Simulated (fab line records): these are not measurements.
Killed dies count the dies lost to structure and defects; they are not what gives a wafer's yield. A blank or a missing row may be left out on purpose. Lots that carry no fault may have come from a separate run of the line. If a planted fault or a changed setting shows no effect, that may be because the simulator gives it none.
fab line records    flow sky130    part 1 of 2: steps 1 to 32 of 46
record lots=5  wafers=15  last-day=49
route steps=708 shown VT_ADJUST_PCH@152 SONOS_TUNNEL@154 SONOS_ONO@168 GATE_OXIDE@187
lots with no fault: from the same line, run without faults
start-h: start of the lot's first displayed wafer, in hours after the record's first day    wait-h: how many hours have passed since the lot's step before this one    " the same as in the row above    L1.1+2: several wafers, shown together as one row    - no value, or no start given    * or withheld: withheld    < > ~ a bound
route shown NAME@n: NAME is a module with steps in the file, n the number in the route of the first one    usual: mean and standard deviation over wafers with no fault    same: alike in all rows    chamber/n: place in a boat    sites: readings site by site    _std_site: how widely they spread, as a standard deviation    _edge_site: the outer-site mean with the inner-site mean subtracted    radius-mm: how far each site lies from the wafer's centre    mask NAME#n: copy n    behind: the tool/chamber that last shaped the wafer    hold: reason for holding the lot/hours on hold/outcome of the hold    device: the n, p or np transistor that did not switch    end of line: the tests these same wafers got at the end of their route    a step without rows: its recipe alone    killed: dies that structure and defects cost at the first sort, which is not the same as the wafer's yield    map: a wafer's dies, marking killed ones x, the rest . and places with no die _
set.NAME: setting as actually run; set.NAME@STEP: the setting as run at that earlier step    model.NAME: the simulator's own value behind a step, which no gauge read
certain route steps with their lots: each step a table, each wafer a row
services: a tool's chamber out of use, with start hour (start-h, from the record's first day; less than 0 if before it), hours out, and reason
## steps
# step SKY_VT_ADJUST_PCH_STRIP_09
# recipe chemistry=O2/N2  power-w=1400  pressure-mtorr=1500  platen-temp-c=withheld  o2-flow-sccm=3000  n2-flow-sccm=300  overash-fraction=0.5
# usual drypump-motor-current-A=5.8/0.32  o2-flow-sccm=3001/8.2  oes-product-au=0.723/0.0045  strip-time-to-endpoint-s=36.93/0.092
# same overash-fraction=0.5
lot.wafer  tool             chamber  start-h  wait-h  drypump-motor-current-A  o2-flow-sccm  oes-product-au  rf-hours-counter-h  strip-time-to-endpoint-s
L080.2     plasma-asher-01  1        277.44   0.1     6.3                      3019          0.735           48                  36.84
L080.3     "                1        "        "       6.4                      3015          0.720           -                   36.72
L080.4     "                0        "        "       6.2                      2998          0.722           -                   36.67
L082.3     plasma-asher-03  1        290.71   0.1     5.7                      2979          0.724           -                   36.76
L082.4     "                0        "        "       6.0                      3001          0.716           -                   36.68
L082.6     "                0        "        "       6.0                      3006          0.728           -                   36.77
L088.4     plasma-asher-04  0        331.37   0.1     5.4                      2999          0.717           -                   37.03
L088.5     "                0        "        "       5.4                      3004          0.720           -                   37.00
L088.6     "                1        "        "       5.6                      2991          0.721           -                   36.96
L093.1     plasma-asher-04  1        373.03   0.1     5.6                      2993          0.722           70                  36.90
L093.2     "                0        "        "       5.4                      3005          0.726           70                  37.03
L093.4     "                1        "        "       5.6                      2993          0.718           -                   37.02
L094.3     plasma-asher-04  0        378.63   0.1     5.4                      2992          0.719           -                   36.90
L094.4     "                1        "        "       5.6                      2998          0.719           -                   37.01
L094.5     "                1        "        "       5.6                      2986          0.726           -                   36.86
# step SKY_VT_ADJUST_PCH_TW_MEAS_10
# usual VT_ADJUST_PCH_TW=143.0/1.1
lot.wafer  tool           chamber  start-h  wait-h  VT_ADJUST_PCH_TW
L080.2     film-metro-01  -        277.55   0.1     143.6
L080.3     "              -        "        "       143.1
L080.4     "              -        "        "       144.3
L082.3     film-metro-01  -        290.79   0.1     143.9
L082.4     "              -        "        "       144.2
L082.6     "              -        "        "       143.5
L088.4     film-metro-03  -        331.46   0.1     140.9
L088.5     "              -        "        "       141.5
L088.6     "              -        "        "       141.9
L093.1     film-metro-04  -        373.13   0.1     144.2
L093.2     "              -        "        "       143.3
L093.4     "              -        "        "       144.2
L094.3     film-metro-03  -        378.71   0.1     142.1
L094.4     "              -        "        "       141.9
L094.5     "              -        "        "       142.6
# step SKY_SONOS_TUNNEL_DEHYDRATE_00
# recipe temp-c=200  time-s=60
lot.wafer   tool            chamber  start-h  wait-h
L080.2+3+4  litho-track-04  0        289.22   11.7
L082.3+4+6  litho-track-02  0        302.96   12.2
L088.4+5+6  litho-track-03  0        344.25   12.8
L093.1+2+4  litho-track-04  0        386.50   13.4
L094.3+4+5  litho-track-02  0        392.66   13.9
# step SKY_SONOS_TUNNEL_HMDS_01
# recipe prime-time-s=60  prime-temp-c=120
lot.wafer   tool            chamber  start-h  wait-h
L080.2+3+4  litho-track-04  0        289.37   0.1
L082.3+4+6  litho-track-02  0        303.11   0.1
L088.4+5+6  litho-track-03  0        344.40   0.1
L093.1+2+4  litho-track-04  0        386.65   0.1
L094.3+4+5  litho-track-02  0        392.81   0.1
# step SKY_SONOS_TUNNEL_COAT_02
# recipe resist=NOVOLAK  spin-rpm=3000  resist-thk-nm=1140
lot.wafer   tool            chamber  start-h  wait-h
L080.2+3+4  litho-track-04  0        289.52   0.1
L082.3+4+6  litho-track-02  0        303.26   0.1
L088.4+5+6  litho-track-03  0        344.55   0.1
L093.1+2+4  litho-track-04  0        386.80   0.1
L094.3+4+5  litho-track-02  0        392.96   0.1
# step SKY_SONOS_TUNNEL_SOFTBAKE_03
# recipe temp-c=90  time-s=60  resist=NOVOLAK
lot.wafer   tool            chamber  start-h  wait-h
L080.2+3+4  litho-track-04  0        289.67   0.1
L082.3+4+6  litho-track-02  0        303.41   0.1
L088.4+5+6  litho-track-03  0        344.70   0.1
L093.1+2+4  litho-track-04  0        386.95   0.1
L094.3+4+5  litho-track-02  0        393.11   0.1
# step SKY_SONOS_TUNNEL_EXPOSE_04
# recipe mask-id=TUNM  na=0.6  source-shape=conventional  sigma-outer=0.6  polarization=unpolarized  target-cd-nm=410  dose-mj=136
# same na=0.6
lot.wafer   tool              chamber  start-h  wait-h  mask
L080.2+3+4  iline-stepper-01  0        -        -       TUNM#0
L082.3+4+6  iline-stepper-02  0        -        -       TUNM#0
L088.4+5+6  iline-stepper-02  0        -        -       TUNM#0
L093.1+2+4  iline-stepper-02  0        -        -       TUNM#0
L094.3+4+5  iline-stepper-01  0        -        -       TUNM#0
# step SKY_SONOS_TUNNEL_PEB_05
# recipe temp-c=withheld  time-s=*  resist=NOVOLAK
lot.wafer   tool            chamber  start-h  wait-h
L080.2+3+4  litho-track-04  0        -        -
L082.3+4+6  litho-track-03  0        -        -
L088.4+5+6  litho-track-03  0        -        -
L093.1+2+4  litho-track-03  0        -        -
L094.3+4+5  litho-track-02  0        -        -
# step SKY_SONOS_TUNNEL_DEVELOP_06
# recipe resist=NOVOLAK  developer=TMAH  develop-time-s=60  dev-temp-c=23
lot.wafer   tool            chamber  start-h  wait-h
L080.2+3+4  litho-track-04  0        302.92   0.1
L082.3+4+6  litho-track-03  0        315.93   0.1
L088.4+5+6  litho-track-03  0        358.60   0.1
L093.1+2+4  litho-track-03  0        401.58   0.1
L094.3+4+5  litho-track-02  0        407.46   0.1
# step SKY_SONOS_TUNNEL_CD_MEAS_07
# recipe target-cd-nm=410
# usual cd-nm=409.8/2
lot.wafer  tool       chamber  start-h  wait-h  cd-nm
L080.2     cd-sem-02  -        303.07   0.1     411.1
L080.3     "          -        "        "       410.9
L080.4     "          -        "        "       411.1
L082.3     cd-sem-02  -        316.07   0.1     409.9
L082.4     "          -        "        "       411.1
L082.6     "          -        "        "       407.9
L088.4     cd-sem-01  -        358.74   0.1     409.5
L088.5     "          -        "        "       409.1
L088.6     "          -        "        "       407.9
L093.1     cd-sem-01  -        401.73   0.1     408.4
L093.2     "          -        "        "       407.7
L093.4     "          -        "        "       409.3
L094.3     cd-sem-02  -        407.61   0.1     410.1
L094.4     "          -        "        "       411.7
L094.5     "          -        "        "       410.5
# step SKY_SONOS_TUNNEL_OVL_MEAS_08
# usual SONOS_TUNNEL_OVL=-0.3/1.6
lot.wafer  tool        chamber  start-h  wait-h  SONOS_TUNNEL_OVL[nm]
L080.2     overlay-02  -        303.17   0.1     1.3
L080.3     "           -        "        "       2.8
L080.4     "           -        "        "       1.9
L082.3     overlay-01  -        316.16   0.1     0.4
L082.4     "           -        "        "       0.8
L082.6     "           -        "        "       0.3
L088.4     overlay-01  -        358.82   0.1     -0.5
L088.5     "           -        "        "       -1.8
L088.6     "           -        "        "       -0.8
L093.1     overlay-02  -        401.85   0.1     -0.2
L093.2     "           -        "        "       -1.4
L093.4     "           -        "        "       1.5
L094.3     overlay-02  -        407.70   0.1     1.2
L094.4     "           -        "        "       1.8
L094.5     "           -        "        "       0.7
# step SKY_SONOS_TUNNEL_IMPLANT_09
# recipe species=B  energy-kev=20  dose-cm2=1e+12  tilt-deg=withheld
# usual beam-on-s=9.98/0.21
# same implant-ion-amu=11
lot.wafer  tool          chamber  start-h  wait-h  beam-on-s
L080.2     implanter-04  0        303.23   0.0     10.14
L080.3     "             0        "        "       9.77
L080.4     "             0        "        "       9.79
L082.3     implanter-02  0        316.23   0.1     9.57
L082.4     "             0        "        "       9.86
L082.6     "             0        "        "       10.06
L088.4     implanter-01  0        358.91   0.1     9.92
L088.5     "             0        "        "       9.65
L088.6     "             0        "        "       10.14
L093.1     implanter-04  0        401.88   0.0     10.03
L093.2     "             0        "        "       9.95
L093.4     "             0        "        "       9.67
L094.3     implanter-01  0        407.80   0.1     9.83
L094.4     "             0        "        "       10.21
L094.5     "             0        "        "       10.09
# step SKY_SONOS_TUNNEL_WET_ETCH_10
# recipe chemistry=dHF  target-depth-nm=14  target=SiO2  dilution=100:1  temp-c=25  time-s=280
lot.wafer   tool          chamber  start-h  wait-h
L080.2+3+4  wet-bench-01  0        303.35   0.1
L082.3+4+6  wet-bench-02  2        316.33   0.1
L088.4+5+6  wet-bench-03  0        358.98   0.1
L093.1+2+4  wet-bench-02  0        402.03   0.1
L094.3+4+5  wet-bench-03  0        407.90   0.1
# step SKY_SONOS_TUNNEL_STRIP_11
# recipe chemistry=SPM  time-s=600  temp-c=130
lot.wafer   tool          chamber  start-h  wait-h
L080.2+3+4  wet-bench-02  1        303.44   0.0
L082.3+4+6  wet-bench-01  3        316.42   0.0
L088.4+5+6  wet-bench-02  3        359.08   0.0
L093.1+2+4  wet-bench-01  3        402.12   0.0
L094.3+4+5  wet-bench-01  3        407.99   0.0
# step SKY_SONOS_TUNNEL_TW_MEAS_12
# usual SONOS_TUNNEL_TW=197.9/1.2
lot.wafer  tool           chamber  start-h  wait-h  SONOS_TUNNEL_TW
L080.2     film-metro-02  -        303.64   0.0     197.1
L080.3     "              -        "        "       197.1
L080.4     "              -        "        "       197.0
L082.3     film-metro-04  -        316.61   0.0     196.5
L082.4     "              -        "        "       198.8
L082.6     "              -        "        "       199.1
L088.4     film-metro-04  -        359.30   0.0     197.9
L088.5     "              -        "        "       197.3
L088.6     "              -        "        "       197.4
L093.1     film-metro-02  -        402.29   0.0     196.7
L093.2     "              -        "        "       197.6
L093.4     "              -        "        "       196.3
L094.3     film-metro-02  -        408.18   0.0     197.2
L094.4     "              -        "        "       197.7
L094.5     "              -        "        "       197.0
# step SKY_SONOS_TUNNEL_CLEAN_13
# recipe chemistry=dHF  time-s=20  dilution=100:1  dry=ipa-marangoni
lot.wafer   tool          chamber  start-h  wait-h
L080.2+3+4  wet-bench-03  3        303.69   0.0
L082.3+4+6  wet-bench-01  0        316.65   0.0
L088.4+5+6  wet-bench-01  2        359.33   0.0
L093.1+2+4  wet-bench-03  3        402.35   0.1
L094.3+4+5  wet-bench-02  0        408.22   0.0
# step SKY_SONOS_ONO_OXIDATION_00
# recipe temp-c=800  ambient=O2  idle-temp-c=700  ramp-up-c-per-min=10  ramp-down-c-per-min=3  stabilise-s=600  purge-s=300  target-thk-a=26  ox-time-s=1249
# usual spike-tc-upper-C=800.1/1.3
# same stabilise-s=600
lot.wafer  tool        chamber  start-h  wait-h  spike-tc-upper-C
L080.2     furnace-01  0        304.07   0.3     798.6
L080.3     "           0        "        "       800.3
L080.4     "           0        "        "       802.5
L082.3     furnace-02  0        316.67   0.0     797.4
L082.4     "           0        "        "       797.1
L082.6     "           0        "        "       798.2
L088.4     furnace-01  0        359.34   0.0     800.6
L088.5     "           0        "        "       801.3
L088.6     "           0        "        "       801.5
L093.1     furnace-02  0        403.74   1.4     798.5
L093.2     "           0        "        "       799.8
L093.4     "           0        "        "       799.7
L094.3     furnace-01  0        408.24   0.0     800.7
L094.4     "           0        "        "       800.5
L094.5     "           0        "        "       801.0
# step SKY_SONOS_ONO_THK_MEAS_01
# recipe reads=SiO2_of_SONOS_ONO_OXIDATION_00
# usual SONOS_ONO_OXIDATION_THK=2.56/0.067
lot.wafer  tool           chamber  start-h  wait-h  SONOS_ONO_OXIDATION_THK[nm]
L080.2     film-metro-03  -        305.43   0.0     2.45
L080.3     "              -        "        "       2.40
L080.4     "              -        "        "       2.47
L082.3     film-metro-03  -        318.04   0.0     2.54
L082.4     "              -        "        "       2.53
L082.6     "              -        "        "       2.57
L088.4     film-metro-02  -        360.72   0.0     2.56
L088.5     "              -        "        "       2.55
L088.6     "              -        "        "       2.54
L093.1     film-metro-02  -        405.09   0.0     2.67
L093.2     "              -        "        "       2.62
L093.4     "              -        "        "       2.60
L094.3     film-metro-02  -        409.61   0.0     2.65
L094.4     "              -        "        "       2.62
L094.5     "              -        "        "       2.60
# step SKY_SONOS_ONO_CVD_02
# recipe material=Si3N4  precursor=DCS/NH3  target-thk-nm=10.5  temp-c=770  time-s=180  pressure-mtorr=250
# usual spike-tc-upper-C=769.8/1.1  susceptor-temp-C=770.0/0.35
lot.wafer  tool      chamber  start-h  wait-h  spike-tc-upper-C  susceptor-temp-C
L080.2     lpcvd-02  0        307.09   1.7     769.3             769.4
L080.3     "         0        "        "       770.5             769.9
L080.4     "         0        "        "       771.4             770.0
L082.3     lpcvd-02  0        321.88   3.8     769.4             770.1
L082.4     "         0        "        "       770.5             770.6
L082.6     "         0        "        "       771.7             770.4
L088.4     lpcvd-02  0        360.95   0.2     768.2             770.3
L088.5     "         0        "        "       770.1             769.8
L088.6     "         0        "        "       769.5             770.3
L093.1     lpcvd-02  1        407.15   2.0     770.8             770.5
L093.2     "         1        "        "       769.3             769.8
L093.4     "         1        "        "       770.5             770.1
L094.3     lpcvd-02  1        410.09   0.5     770.1             770.5
L094.4     "         1        "        "       770.6             770.5
L094.5     "         1        "        "       768.5             770.3
# step SKY_SONOS_ONO_THK_MEAS_03
# recipe reads=Si3N4_of_SONOS_ONO_CVD_02
# usual SONOS_ONO_CVD_02_THK=10.50/0.14
lot.wafer  tool           chamber  start-h  wait-h  SONOS_ONO_CVD_02_THK[nm]
L080.2     film-metro-01  -        308.15   0.0     10.41
L080.3     "              -        "        "       10.42
L080.4     "              -        "        "       10.48
L082.3     film-metro-02  -        323.47   0.0     10.68
L082.4     "              -        "        "       10.49
L082.6     "              -        "        "       10.63
L088.4     film-metro-02  -        362.55   0.0     10.32
L088.5     "              -        "        "       10.45
L088.6     "              -        "        "       10.39
L093.1     film-metro-01  -        408.20   0.0     10.37
L093.2     "              -        "        "       10.35
L093.4     "              -        "        "       10.27
L094.3     film-metro-03  -        411.16   0.0     10.28
L094.4     "              -        "        "       10.37
L094.5     "              -        "        "       10.43
# step SKY_SONOS_ONO_CVD_04
# recipe material=SiO2  precursor=SiH4/N2O  target-thk-nm=5.7199  temp-c=900  pressure-mtorr=400
# usual spike-tc-upper-C=899.6/1.1  susceptor-temp-C=900.0/0.34
lot.wafer  tool      chamber  start-h  wait-h  spike-tc-upper-C  susceptor-temp-C
L080.2     lpcvd-03  0        308.20   0.0     899.4             900.3
L080.3     "         0        "        "       899.1             900.3
L080.4     "         0        "        "       899.9             900.2
L082.3     lpcvd-03  0        323.51   0.0     899.0             899.2
L082.4     "         0        "        "       899.0             899.5
L082.6     "         0        "        "       897.3             899.5
L088.4     lpcvd-03  0        362.58   0.0     899.0             900.3
L088.5     "         0        "        "       900.2             900.3
L088.6     "         0        "        "       899.4             899.9
L093.1     lpcvd-03  0        408.26   0.1     900.5             900.3
L093.2     "         0        "        "       899.3             900.7
L093.4     "         0        "        "       899.0             900.9
L094.3     lpcvd-03  1        411.20   0.0     900.2             900.2
L094.4     "         1        "        "       898.6             899.7
L094.5     "         1        "        "       900.3             900.3
# step SKY_SONOS_ONO_THK_MEAS_05
# recipe reads=SiO2_of_SONOS_ONO_CVD_04
# usual SONOS_ONO_CVD_04_THK=5.68/0.13
lot.wafer  tool           chamber  start-h  wait-h  SONOS_ONO_CVD_04_THK[nm]
L080.2     film-metro-02  -        309.46   0.0     5.61
L080.3     "              -        "        "       5.67
L080.4     "              -        "        "       5.63
L082.3     film-metro-01  -        324.78   0.0     5.71
L082.4     "              -        "        "       5.85
L082.6     "              -        "        "       5.74
L088.4     film-metro-01  -        363.86   0.0     5.57
L088.5     "              -        "        "       5.66
L088.6     "              -        "        "       5.58
L093.1     film-metro-01  -        409.51   0.0     5.75
L093.2     "              -        "        "       5.83
L093.4     "              -        "        "       5.70
L094.3     film-metro-02  -        412.47   0.0     5.39
L094.4     "              -        "        "       5.42
L094.5     "              -        "        "       5.55
# step SKY_SONOS_ONO_DEHYDRATE_06
# recipe temp-c=200  time-s=60
lot.wafer   tool            chamber  start-h  wait-h
L080.2+3+4  litho-track-01  0        321.16   11.7
L082.3+4+6  litho-track-03  0        337.28   12.5
L088.4+5+6  litho-track-03  0        377.10   13.2
L093.1+2+4  litho-track-01  0        424.34   14.8
L094.3+4+5  litho-track-01  0        427.19   14.7
# step SKY_SONOS_ONO_HMDS_07
# recipe prime-time-s=60  prime-temp-c=120
lot.wafer   tool            chamber  start-h  wait-h
L080.2+3+4  litho-track-01  0        321.31   0.1
L082.3+4+6  litho-track-03  0        337.43   0.1
L088.4+5+6  litho-track-03  0        377.25   0.1
L093.1+2+4  litho-track-01  0        424.49   0.1
L094.3+4+5  litho-track-01  0        427.34   0.1
# step SKY_SONOS_ONO_COAT_08
# recipe resist=NOVOLAK  spin-rpm=3000  resist-thk-nm=1140
lot.wafer   tool            chamber  start-h  wait-h
L080.2+3+4  litho-track-01  0        321.46   0.1
L082.3+4+6  litho-track-03  0        337.58   0.1
L088.4+5+6  litho-track-03  0        377.40   0.1
L093.1+2+4  litho-track-01  0        424.64   0.1
L094.3+4+5  litho-track-01  0        427.49   0.1
# step SKY_SONOS_ONO_SOFTBAKE_09
# recipe temp-c=90  time-s=60  resist=NOVOLAK
lot.wafer   tool            chamber  start-h  wait-h
L080.2+3+4  litho-track-01  0        321.61   0.1
L082.3+4+6  litho-track-03  0        337.73   0.1
L088.4+5+6  litho-track-03  0        377.55   0.1
L093.1+2+4  litho-track-01  0        424.79   0.1
L094.3+4+5  litho-track-01  0        427.64   0.1
# step SKY_SONOS_ONO_EXPOSE_10
# recipe mask-id=ONOM  target-cd-nm=410  na=0.6  source-shape=conventional  sigma-outer=0.6  dose-mj=150
# same na=0.6
lot.wafer   tool              chamber  start-h  wait-h  mask
L080.2+3+4  iline-stepper-01  0        -        -       ONOM#0
L082.3+4+6  iline-stepper-02  0        -        -       ONOM#0
L088.4+5+6  iline-stepper-01  0        -        -       ONOM#0
L093.1+2+4  iline-stepper-01  0        -        -       ONOM#0
L094.3+4+5  iline-stepper-01  0        -        -       ONOM#0
# step SKY_SONOS_ONO_PEB_11
# recipe temp-c=withheld  time-s=*  resist=NOVOLAK
lot.wafer   tool            chamber  start-h  wait-h
L080.2+3+4  litho-track-02  0        -        -
L082.3+4+6  litho-track-01  0        -        -
L088.4+5+6  litho-track-03  0        -        -
L093.1+2+4  litho-track-01  0        -        -
L094.3+4+5  litho-track-01  0        -        -
# step SKY_SONOS_ONO_DEVELOP_12
# recipe develop-time-s=60  dev-temp-c=23
lot.wafer   tool            chamber  start-h  wait-h
L080.2+3+4  litho-track-02  0        334.88   0.1
L082.3+4+6  litho-track-01  0        351.14   0.1
L088.4+5+6  litho-track-03  0        391.95   0.1
L093.1+2+4  litho-track-01  0        438.94   0.1
L094.3+4+5  litho-track-01  0        442.49   0.1
# step SKY_SONOS_ONO_CD_MEAS_13
# recipe target-cd-nm=410
# usual cd-nm=409.8/2.6
lot.wafer  tool       chamber  start-h  wait-h  cd-nm
L080.2     cd-sem-02  -        335.03   0.1     408.3
L080.3     "          -        "        "       409.8
L080.4     "          -        "        "       408.4
L082.3     cd-sem-01  -        351.28   0.1     408.8
L082.4     "          -        "        "       408.6
L082.6     "          -        "        "       407.8
L088.4     cd-sem-01  -        392.09   0.1     406.1
L088.5     "          -        "        "       405.6
L088.6     "          -        "        "       408.4
L093.1     cd-sem-02  -        439.09   0.1     410.9
L093.2     "          -        "        "       407.3
L093.4     "          -        "        "       407.6
L094.3     cd-sem-02  -        442.63   0.1     407.8
L094.4     "          -        "        "       408.1
L094.5     "          -        "        "       409.1
# step SKY_SONOS_ONO_OVL_MEAS_14
# usual SONOS_ONO_OVL=-0.2/1.2
lot.wafer  tool        chamber  start-h  wait-h  SONOS_ONO_OVL[nm]
L080.2     overlay-01  -        335.13   0.1     0.1
L080.3     "           -        "        "       1.3
L080.4     "           -        "        "       0.3
L082.3     overlay-02  -        351.37   0.1     1.1
L082.4     "           -        "        "       -1.3
L082.6     "           -        "        "       0.4
L088.4     overlay-01  -        392.16   0.1     -2.9
L088.5     "           -        "        "       -3.0
L088.6     "           -        "        "       -3.7
L093.1     overlay-01  -        439.21   0.1     0.3
L093.2     "           -        "        "       2.0
L093.4     "           -        "        "       -0.1
L094.3     overlay-02  -        442.72   0.1     -0.6
L094.4     "           -        "        "       -0.6
L094.5     "           -        "        "       -0.9
# step SKY_SONOS_ONO_ETCH_15
# recipe target-depth-nm=19.52  chemistry=CHF3/O2  source-w=600  bias-w=200  pressure-mtorr=40  chf3-flow-sccm=50  O2_flow_sccm=5  time-s=7.8
# usual drypump-motor-current-A=5.9/0.43  oes-product-au=1.001/0.0086  throttle-valve-pct=8.825/0.0095
lot.wafer  tool         chamber  start-h  wait-h  drypump-motor-current-A  oes-product-au  rf-hours-counter-h  throttle-valve-pct
L080.2     rie-diel-04  0        335.16   0.0     5.6                      1.005           83                  8.825
L080.3     "            3        "        "       5.2                      0.994           81                  8.820
L080.4     "            1        "        "       5.1                      0.984           4                   8.827
L082.3     rie-diel-02  1        351.39   0.0     6.5                      1.004           2                   8.829
L082.4     "            3        "        "       6.1                      1.003           8                   8.824
L082.6     "            0        "        "       5.6                      0.996           -                   8.829
L088.4     rie-diel-02  3        392.18   0.0     6.1                      1.000           9                   8.825
L088.5     "            2        "        "       6.0                      1.006           -                   8.826
L088.6     "            3        "        "       6.1                      0.996           -                   8.842
L093.1     rie-diel-03  2        439.24   0.0     5.9                      1.006           34                  8.821
L093.2     "            1        "        "       6.6                      1.004           54                  8.829
L093.4     "            3        "        "       6.0                      1.014           -                   8.832
L094.3     rie-diel-04  1        442.74   0.0     5.1                      0.998           6                   8.830
L094.4     "            2        "        "       6.1                      0.992           39                  8.824
L094.5     "            3        "        "       5.2                      0.996           -                   8.837
